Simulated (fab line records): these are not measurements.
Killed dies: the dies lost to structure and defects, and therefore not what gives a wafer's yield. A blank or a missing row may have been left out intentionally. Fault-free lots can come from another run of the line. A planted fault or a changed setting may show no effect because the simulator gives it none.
fab line records | flow sky130
record lots=4 | wafers=12 | last_day=49
route steps=708 shown VIA3@593 METAL4@598 CAP2M@603 PAD_OPEN@708
lots untouched by any fault: they come from a run of this same line in which no faults occurred
start_h: the number of hours between the record's first day and the start of the first shown wafer of the lot | wait_h: hours elapsed since this lot's preceding step | " the same as in the row above | L1.1+2: several wafers, shown together as one row | - value missing, or start not given | * or withheld: withheld | < > ~ a bound
route shown NAME@n: a module of which the file shows steps, and the number in the route of the first | usual: average and standard deviation across the fault-free wafers | same: alike in all rows | chamber/n: place in a boat | sites: the reading at each site | _std_site: the values' standard deviation | _edge_site: inner sites' mean taken away from outer sites' mean | radius_mm: for every site, how far away it sits from the centre of the wafer | mask NAME#n: copy n | behind: tool/chamber where the wafer was last shaped | hold: why the lot was held/for how many hours/how that ended | device: whichever transistor did not switch (one of n, p or np) | end of line: the route-end tests of the same wafers | a step given without rows: its recipe and nothing more | killed: count of dies lost to structure and defects at first sort (not the wafer's yield) | map: dies across one wafer; x = killed, . = not, _ = none there
set.NAME: the run value of the setting; set.NAME@STEP: its run value at that earlier step | model.NAME: the simulator's own value behind a step, which no gauge read
certain route steps with their lots: each step a table, each wafer a row
services: from which hour (start_h, from the record's first day; less than 0 if before it) a tool's chamber was out of use, for how many hours, and why
## steps
# step SKY_VIA3_SPUTTER_20
# recipe material=TiN | target_thk_nm=20 | chamber_pressure_pa=5 | power_w=4000 | time_s=80
# step SKY_VIA3_CVD_21
# recipe material=W | target_thk_nm=390 | time_s=117.31 | temp_c=400 | pressure_torr=40
# step SKY_VIA3_CMP_24
# recipe stop_on=SiO2 | t_overpolish_s=20 | down_force_psi=3.5 | platen_rpm=60 | target_thk_nm=0 | pad_velocity_m_s=0.94248
# step SKY_METAL4_SPUTTER_00
# recipe material=Ti | target_thk_nm=15 | power_w=3000 | time_s=10 | chamber_pressure_pa=0.4
# step SKY_METAL4_SPUTTER_01
# recipe material=TiN | target_thk_nm=20 | power_w=6500 | time_s=16.7 | chamber_pressure_pa=0.4
# step SKY_METAL4_SPUTTER_02
# recipe material=AlCu | target_thk_nm=735 | power_w=10600 | time_s=39.1 | chamber_pressure_pa=0.4
# step SKY_METAL4_SPUTTER_03
# recipe material=Ti | target_thk_nm=5 | power_w=3000 | time_s=3.3 | chamber_pressure_pa=0.4
# step SKY_METAL4_SPUTTER_04
# recipe material=TiN | target_thk_nm=70 | power_w=6500 | time_s=58.3 | chamber_pressure_pa=0.4
# step SKY_CAP2M_CVD_00
# recipe material=SiO2 | target_thk_nm=15.5 | temp_c=400 | time_s=withheld | rf_w=450
# step SKY_CAP2M_SPUTTER_02
# recipe material=TiN | target_thk_nm=200 | temp_c=300 | power_w=6500 | time_s=166.7 | chamber_pressure_pa=0.4
# usual cathode_dc_power_W=6500.0/1.2 | substrate_temp_c=299.99/0.23 | throttle_valve_pct=30.4/1.4
lot.wafer | tool           | chamber | start_h | wait_h | cathode_dc_power_W | substrate_temp_c | throttle_valve_pct | model.TiN_of_CAP2M_SPUTTER_02.thk_nm
L907.2    | pvd_sputter-02 | -       | 962.58  | 0.0    | 6499.5             | 300.04           | 32.1               | 198.8
L907.3    | "              | -       | "       | "      | 6500.3             | 300.12           | 28.4               | 198.5
L907.5    | "              | -       | "       | "      | 6500.5             | 300.18           | 28.6               | 199.2
L908.1    | pvd_sputter-02 | -       | 982.32  | 0.1    | 6498.1             | 300.01           | 28.6               | 84.61
L908.3    | "              | -       | "       | "      | 6499.1             | 299.81           | 29.3               | 82.92
L908.6    | "              | -       | "       | "      | 6499.5             | 299.92           | 28.6               | 84.02
L910.1    | pvd_sputter-02 | -       | 984.04  | 0.1    | 6500.5             | 300.01           | 29.3               | 84.23
L910.5    | "              | -       | "       | "      | 6498.8             | 299.96           | 32.2               | 85.93
L910.6    | "              | -       | "       | "      | 6500.9             | 300.61           | 28.7               | 85.53
L921.2    | pvd_sputter-01 | -       | 1056.06 | 0.0    | 6500.9             | 299.77           | 32.8               | 201.4
L921.4    | "              | -       | "       | "      | 6500.9             | 300.15           | 29.4               | 202.7
L921.5    | "              | -       | "       | "      | 6500.1             | 300.03           | 32.6               | 201.6
# step SKY_CAP2M_RS_MEAS_03
# recipe thk_meas_gauge=four-point-probe | reads=TiN_of_CAP2M_SPUTTER_02
# usual CAP2M_TIN_RS=6.90/0.061
lot.wafer | tool          | chamber | start_h | wait_h | CAP2M_TIN_RS[ohm/sq]
L907.2    | film_metro-04 | -       | 962.71  | 0.1    | 6.95
L907.3    | "             | -       | "       | "      | 6.95
L907.5    | "             | -       | "       | "      | 6.92
L908.1    | film_metro-04 | -       | 982.43  | 0.1    | 16.83
L908.3    | "             | -       | "       | "      | 17.22
L908.6    | "             | -       | "       | "      | 16.94
L910.1    | film_metro-04 | -       | 984.15  | 0.1    | 16.92
L910.5    | "             | -       | "       | "      | 16.57
L910.6    | "             | -       | "       | "      | 16.62
L921.2    | film_metro-04 | -       | 1056.19 | 0.1    | 6.86
L921.4    | "             | -       | "       | "      | 6.81
L921.5    | "             | -       | "       | "      | 6.86
# step SKY_CAP2M_THK_MEAS_04
# recipe thk_meas_gauge=xrf | reads=TiN_of_CAP2M_SPUTTER_02
# usual CAP2M_TIN_THK=201.7/1.6
lot.wafer | tool          | chamber | start_h | wait_h | CAP2M_TIN_THK[nm]
L907.2    | film_metro-04 | -       | 962.82  | 0.1    | 200.9
L907.3    | "             | -       | "       | "      | 200.2
L907.5    | "             | -       | "       | "      | 201.7
L908.1    | film_metro-04 | -       | 982.55  | 0.1    | 85.2
L908.3    | "             | -       | "       | "      | 83.4
L908.6    | "             | -       | "       | "      | 84.7
L910.1    | film_metro-04 | -       | 984.27  | 0.1    | 84.3
L910.5    | "             | -       | "       | "      | 86.4
L910.6    | "             | -       | "       | "      | 86.1
L921.2    | film_metro-04 | -       | 1056.30 | 0.1    | 204.4
L921.4    | "             | -       | "       | "      | 204.2
L921.5    | "             | -       | "       | "      | 203.9
# step SKY_CAP2M_DEHYDRATE_05
# recipe temp_c=200 | time_s=60
# step SKY_CAP2M_HMDS_06
# recipe prime_time_s=60 | prime_temp_c=120
# step SKY_CAP2M_COAT_07
# recipe resist=NOVOLAK | spin_rpm=3000 | resist_thk_nm=1140
# step SKY_CAP2M_SOFTBAKE_08
# recipe temp_c=90 | time_s=60 | resist=NOVOLAK
# step SKY_CAP2M_EXPOSE_09
# recipe mask_id=CAP2M | na=0.6 | source_shape=conventional | sigma_outer=0.6 | polarization=unpolarized | target_cd_nm=1000 | dose_mj=159
# step SKY_CAP2M_PEB_10
# recipe temp_c=withheld | time_s=* | resist=NOVOLAK
# step SKY_CAP2M_DEVELOP_11
# recipe resist=NOVOLAK | developer=TMAH | develop_time_s=60 | dev_temp_c=23
# step SKY_CAP2M_METAL_ETCH_13
# recipe target_depth_nm=220 | stop_on=SiO2 | chemistry=Cl2/BCl3 | target=TiN | pressure_mtorr=10 | icp_w=900 | bias_w=48.5 | Cl2_flow_sccm=60 | bcl3_flow_sccm=30 | time_s=62.9
# usual drypump_motor_current_A=5.9/0.38 | oes_product_au=0.942/0.007 | throttle_valve_pct=21.902/0.0096
lot.wafer | tool         | chamber | start_h | wait_h | drypump_motor_current_A | oes_product_au | rf_hours_counter_h | throttle_valve_pct
L907.2    | rie_metal-03 | 0       | 986.31  | 0.0    | 5.7                     | 0.936          | 16                 | 21.898
L907.3    | "            | 0       | "       | "      | 5.7                     | 0.936          | -                  | 21.907
L907.5    | "            | 1       | "       | "      | 5.7                     | 0.939          | -                  | 21.893
L908.1    | rie_metal-03 | 1       | 1005.85 | 0.0    | 5.7                     | 0.614          | 9                  | 22.114
L908.3    | "            | 0       | "       | "      | 5.8                     | 0.616          | -                  | 22.113
L908.6    | "            | 1       | "       | "      | 5.7                     | 0.609          | -                  | 22.108
L910.1    | rie_metal-01 | 0       | 1007.46 | 0.0    | 5.5                     | 0.609          | 11                 | 22.110
L910.5    | "            | 1       | "       | "      | 6.0                     | 0.633          | -                  | 22.101
L910.6    | "            | 0       | "       | "      | 5.5                     | 0.631          | -                  | 22.098
L921.2    | rie_metal-04 | 0       | 1077.25 | 0.0    | 5.9                     | 0.947          | 21                 | 21.901
L921.4    | "            | 0       | "       | "      | 5.9                     | 0.948          | -                  | 21.907
L921.5    | "            | 0       | "       | "      | 5.9                     | 0.956          | -                  | 21.905
# step SKY_CAP2M_STRIP_14
# recipe chemistry=O2/N2 | power_w=1400 | pressure_mtorr=1500 | platen_temp_c=withheld | o2_flow_sccm=3000 | n2_flow_sccm=300 | overash_fraction=0.5
# step SKY_CAP2M_STRIP_15
# recipe chemistry=post_etch_residue_remover | time_s=1200 | temp_c=72.5
# step SKY_CAP2M_CLEAN_16
# recipe chemistry=IPA | time_s=180 | temp_c=25
# step SKY_CAP2M_CLEAN_17
# recipe chemistry=O3/DIW | dry=n2_spin
# step SKY_METAL4_DEHYDRATE_05
# recipe temp_c=200 | time_s=60
# step SKY_METAL4_HMDS_06
# recipe prime_time_s=60 | prime_temp_c=120
# step SKY_METAL4_COAT_07
# recipe resist=BARC | temp_c=withheld | time_s=withheld | spin_rpm=3000 | resist_thk_nm=60
# step SKY_METAL4_COAT_08
# recipe resist=KrF-thick | spin_rpm=3000 | resist_thk_nm=1140
# step SKY_METAL4_SOFTBAKE_09
# recipe temp_c=100 | time_s=90 | resist=KrF-thick
# step SKY_METAL4_EXPOSE_10
# recipe mask_id=MM4 | na=0.68 | source_shape=annular | sigma_inner=0.4 | sigma_outer=0.8 | target_cd_nm=300 | dose_mj=28
# step SKY_METAL4_PEB_11
# recipe peb_temp_c=withheld | peb_time_s=withheld | resist=KrF-thick
# step SKY_METAL4_DEVELOP_12
# recipe develop_time_s=60 | resist=KrF-thick | dev_temp_c=22.05
# step SKY_METAL4_DESCUM_15
# recipe chemistry=O2 | source_power_w=150 | bias_power_w=0 | pressure_mtorr=10 | temp_c=40 | time_s=8
# step SKY_METAL4_ETCH_16
# recipe chemistry=N2/H2 | target=BARC | ion_energy_ev=200 | bias_w=100 | pressure_mtorr=30 | n2_flow_sccm=100 | h2_flow_sccm=200 | icp_w=500 | stop_on=SiO2 | time_s=88.2 | target_depth_a=600
# step SKY_METAL4_ETCH_17
# recipe target=SiO2 | stop_on=TiN | chemistry=C4F8/O2/Ar | source_w=1500 | bias_w=1200 | pressure_mtorr=40 | c4f8_flow_sccm=withheld | O2_flow_sccm=6 | Ar_flow_sccm=300 | time_s=3.9 | target_depth_a=150
# step SKY_METAL4_METAL_ETCH_18
# recipe target_depth_a=8450 | stop_on=SiO2 | over_etch_frac=0.3 | time_s=183.1 | chemistry=Cl2/BCl3 | resist_sidewall_deg=88 | pressure_mtorr=10 | icp_w=900 | bias_w=48.5 | Cl2_flow_sccm=60 | bcl3_flow_sccm=30
# step SKY_METAL4_STRIP_20
# recipe chemistry=post_etch_residue_remover | time_s=1200 | temp_c=72.5
lot.wafer | tool         | chamber | start_h | wait_h | model.TiN_of_CAP2M_SPUTTER_02.thk_nm
L907.2    | wet_bench-04 | 3       | 1011.74 | 0.1    | 197.9
L907.3    | "            | 3       | "       | "      | 197.6
L907.5    | "            | 3       | "       | "      | 198.3
L908.1    | wet_bench-03 | 1       | 1029.85 | 0.1    | 83.76
L908.3    | "            | 1       | "       | "      | 82.07
L908.6    | "            | 1       | "       | "      | 83.17
L910.1    | wet_bench-03 | 1       | 1031.30 | 0.1    | 83.39
L910.5    | "            | 1       | "       | "      | 85.1
L910.6    | "            | 1       | "       | "      | 84.69
L921.2    | wet_bench-03 | 3       | 1098.94 | 0.1    | 200.5
L921.4    | "            | 3       | "       | "      | 201.8
L921.5    | "            | 3       | "       | "      | 200.8
# step SKY_PAD_OPEN_PROBE_99
# usual defect_limited_yield=82.6/2 | killed_at_M0_to_M3=43/7.1 | killed_at_M4_up=3.0/1.9 | killed_at_contacts=24/5 | killed_at_front_end=15/4.3 | killed_at_other=0.3/0.5 | killed_dies=85/9.6 | killed_open=46/7.1 | killed_short=39/6.8 | sort_bin_3_pad_short=0.9/0.42 | sort_bin_5_function=10.2/1.4 | sort_bin_6_memory=6.3/1.2 | sort_n_pass=407/9.6 | sort_yield_pct=82.6/2
# same gross_dies=492 | killed_at_back_side=0 | sort_bin_4_leakage[%]=0 | sort_bin_8_speed[%]=0
lot.wafer | tool      | chamber | start_h | wait_h | defect_limited_yield[%] | killed_at_M0_to_M3 | killed_at_M4_up | killed_at_contacts | killed_at_front_end | killed_at_other | killed_dies | killed_open | killed_short | sort_bin_3_pad_short[%] | sort_bin_5_function[%] | sort_bin_6_memory[%] | sort_n_pass | sort_yield_pct[%] | model.etest.cap_mim2.plate_ohm_sq | model.etest.cap_mim2.bv_v | model.etest.cap_mim2.leak_log10_a_cm2
L907.2    | prober-02 | -       | 1104.16 | 0.1    | 82.9                    | 43                 | 2               | 27                 | 12                  | 0               | 84          | 47          | 37           | 0.8                     | 11.2                   | 5.1                  | 408         | 82.9              | 6.058                             | 13.68                     | -8.831
L907.3    | prober-02 | -       | 1104.21 | 0.2    | 84.8                    | 36                 | 1               | 27                 | 11                  | 0               | 75          | 40          | 35           | 0.4                     | 9.8                    | 5.1                  | 417         | 84.8              | 6.061                             | 13.76                     | -8.981
L907.5    | prober-02 | -       | 1104.31 | 0.2    | 84.3                    | 42                 | 2               | 20                 | 13                  | 0               | 77          | 41          | 36           | 0.6                     | 9.6                    | 5.5                  | 415         | 84.3              | 6.004                             | 13.95                     | -9.056
L908.1    | prober-01 | -       | 1119.32 | 0.1    | 82.9                    | 35                 | 2               | 29                 | 17                  | 1               | 84          | 52          | 32           | 1.6                     | 11.2                   | 4.3                  | 408         | 82.9              | 14.24                             | 10.73                     | -7.548
L908.3    | prober-01 | -       | 1119.42 | 0.2    | 85.2                    | 28                 | 4               | 20                 | 20                  | 1               | 73          | 42          | 31           | 0.6                     | 7.7                    | 6.5                  | 419         | 85.2              | 14.45                             | 10.5                      | -7.248
L908.6    | prober-01 | -       | 1119.57 | 0.2    | 81.7                    | 48                 | 2               | 26                 | 13                  | 1               | 90          | 41          | 49           | 1.2                     | 10.0                   | 7.1                  | 402         | 81.7              | 14.44                             | 10.95                     | -7.5
L910.1    | prober-01 | -       | 1120.82 | 0.1    | 81.5                    | 53                 | 3               | 17                 | 18                  | 0               | 91          | 37          | 54           | 0.4                     | 11.4                   | 6.7                  | 401         | 81.5              | 14.26                             | 11.15                     | -7.457
L910.5    | prober-01 | -       | 1121.02 | 0.2    | 80.7                    | 52                 | 0               | 14                 | 29                  | 0               | 95          | 59          | 36           | 0.6                     | 13.0                   | 5.7                  | 397         | 80.7              | 13.92                             | 10.76                     | -7.597
L910.6    | prober-01 | -       | 1121.07 | 0.2    | 80.7                    | 49                 | 2               | 21                 | 23                  | 0               | 95          | 51          | 44           | 1.6                     | 9.6                    | 8.1                  | 397         | 80.7              | 13.89                             | 11.01                     | -7.577
L921.2    | prober-01 | -       | 1177.29 | 0.1    | 80.7                    | 42                 | 3               | 29                 | 21                  | 0               | 95          | 51          | 44           | 0.4                     | 11.4                   | 7.5                  | 397         | 80.7              | 5.927                             | 13.6                      | -8.99
L921.4    | prober-01 | -       | 1177.39 | 0.2    | 81.9                    | 39                 | 2               | 23                 | 25                  | 0               | 89          | 51          | 38           | 0.8                     | 11.6                   | 5.7                  | 403         | 81.9              | 5.939                             | 14.57                     | -9.069
L921.5    | prober-01 | -       | 1177.44 | 0.2    | 81.9                    | 46                 | 2               | 24                 | 17                  | 0               | 89          | 44          | 45           | 0.6                     | 9.1                    | 8.3                  | 403         | 81.9              | 6.012                             | 14.49                     | -9.067
# killed by level:class
L907.2 CONTACT:geometric_particle:open=13 VIA1:geometric_particle:open=10 VIA2:geometric_particle:open=6 METAL1:geometric_particle:short=6 VIA1:geometric_particle:short=6 CONTACT:geometric_particle:short=5 LI_CONTACT:geometric_particle:short=4 METAL1:geometric_particle:open=4
L907.3 CONTACT:geometric_particle:open=10 VIA2:geometric_particle:open=8 LI_CONTACT:geometric_particle:open=6 VIA1:geometric_particle:open=6 LI_CONTACT:geometric_particle:short=5 POLY_GATE:geometric_particle:short=4 VIA3:geometric_particle:open=4 METAL1:geometric_particle:short=4
L907.5 VIA1:geometric_particle:open=9 VIA2:geometric_particle:open=8 CONTACT:geometric_particle:open=6 LI_CONTACT:geometric_particle:open=5 METAL1:geometric_particle:short=5 POLY_GATE:geometric_particle:short=4 CONTACT:geometric_particle:short=4 LI_CONTACT:geometric_particle:short=4
L908.1 LI_CONTACT:geometric_particle:open=11 VIA1:geometric_particle:open=10 CONTACT:geometric_particle:open=10 VIA2:geometric_particle:open=9 POLY_GATE:geometric_particle:short=5 VIA3:geometric_particle:open=5 LOCAL_INTERCONNECT:geometric_particle:short=4 FIELD_ISO:geometric_particle:short=3
L908.3 LI_CONTACT:geometric_particle:open=8 VIA1:geometric_particle:open=8 FIELD_ISO:geometric_particle:short=5 CONTACT:geometric_particle:open=5 POLY_GATE:geometric_particle:open=5 POLY_GATE:geometric_particle:short=5 VIA2:geometric_particle:open=5 FIELD_ISO:geometric_particle:open=4
L908.6 VIA1:geometric_particle:open=16 CONTACT:geometric_particle:short=9 METAL1:geometric_particle:short=7 POLY_GATE:geometric_particle:short=6 VIA2:geometric_particle:open=6 LI_CONTACT:geometric_particle:open=5 LOCAL_INTERCONNECT:geometric_particle:short=5 METAL2:geometric_particle:short=5
L910.1 VIA1:geometric_particle:open=11 VIA1:geometric_particle:short=9 FIELD_ISO:geometric_particle:short=6 METAL2:geometric_particle:short=6 POLY_GATE:geometric_particle:short=5 LOCAL_INTERCONNECT:geometric_particle:short=5 VIA2:geometric_particle:open=5 VIA3:geometric_particle:short=5
L910.5 VIA1:geometric_particle:open=12 FIELD_ISO:geometric_particle:open=10 VIA2:geometric_particle:open=7 POLY_GATE:geometric_particle:open=7 METAL2:geometric_particle:short=7 VIA3:geometric_particle:open=7 CONTACT:geometric_particle:open=6 METAL1:geometric_particle:short=6
L910.6 VIA1:geometric_particle:open=13 CONTACT:geometric_particle:open=10 FIELD_ISO:geometric_particle:short=8 METAL1:geometric_particle:short=7 FIELD_ISO:geometric_particle:open=6 VIA1:geometric_particle:short=6 METAL2:geometric_particle:short=6 LI_CONTACT:geometric_particle:open=4
L921.2 CONTACT:geometric_particle:short=12 VIA1:geometric_particle:open=11 CONTACT:geometric_particle:open=9 VIA2:geometric_particle:open=8 POLY_GATE:geometric_particle:open=6 POLY_GATE:geometric_particle:short=6 METAL1:geometric_particle:short=5 VIA3:geometric_particle:open=5
L921.4 POLY_GATE:geometric_particle:open=9 POLY_GATE:geometric_particle:short=9 CONTACT:geometric_particle:open=9 LI_CONTACT:geometric_particle:open=7 VIA1:geometric_particle:short=6 VIA1:geometric_particle:open=6 VIA2:geometric_particle:open=6 VIA3:geometric_particle:open=6
L921.5 VIA1:geometric_particle:open=9 CONTACT:geometric_particle:open=9 METAL1:geometric_particle:short=7 CONTACT:geometric_particle:short=7 LI_CONTACT:geometric_particle:open=6 METAL2:geometric_particle:short=6 VIA1:geometric_particle:short=5 VIA3:geometric_particle:open=5
## services
tool           | chamber | start_h | hours | kind
pvd_sputter-01 | 3       | 974.72  | -     | consumable_replace:kit
pvd_sputter-01 | 3       | 974.72  | 18.0  | scheduled_down
pvd_sputter-01 | 3       | 974.72  | 18.0  | vent_cycle
rie_metal-03   | -       | 980.54  | 1.4   | pm
pvd_sputter-01 | -       | 1005.31 | 12.8  | repair
pvd_sputter-02 | 2       | 1016.67 | -     | consumable_replace:kit
pvd_sputter-02 | 2       | 1016.67 | 18.0  | scheduled_down
pvd_sputter-02 | 2       | 1016.67 | 18.0  | vent_cycle
pvd_sputter-02 | -       | 1071.34 | 1.6   | repair
## key
first_sign step=SKY_CAP2M_RS_MEAS_03 | reading=CAP2M_TIN_RS | direction=up | sigmas=99+ | usual=6.90 | struck=16.85
effect step=SKY_CAP2M_THK_MEAS_04 | reading=CAP2M_TIN_THK | direction=down | sigmas=74 | usual=201.7 | struck=85.0
effect step=SKY_CAP2M_METAL_ETCH_13 | reading=oes_product_au | direction=down | sigmas=46 | usual=0.942 | struck=0.619
model_effect step=SKY_CAP2M_SPUTTER_02 | value=TiN_of_CAP2M_SPUTTER_02.thk_nm | without=201.7 | struck=84.54
model_effect step=SKY_METAL4_STRIP_20 | value=TiN_of_CAP2M_SPUTTER_02.thk_nm | without=200.8 | struck=83.7
model_effect step=SKY_PAD_OPEN_PROBE_99 | value=etest.cap_mim2.plate_ohm_sq | without=5.952 | struck=14.2
met_at SKY_CAP2M_SPUTTER_02
struck_wafers L908.1,L908.3,L908.6,L910.1,L910.5,L910.6
onset_between 962.58 982.32
fault kind=process_parameter_drift | tool=pvd_sputter-02 | chamber=- | onset_h=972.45 | steps=SKY_CAP2M_SPUTTER_02 | channel=target_thk_nm | offset=-117.13 | shape=step | end_h=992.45 | acts_in=these_recipes_only | stated=200
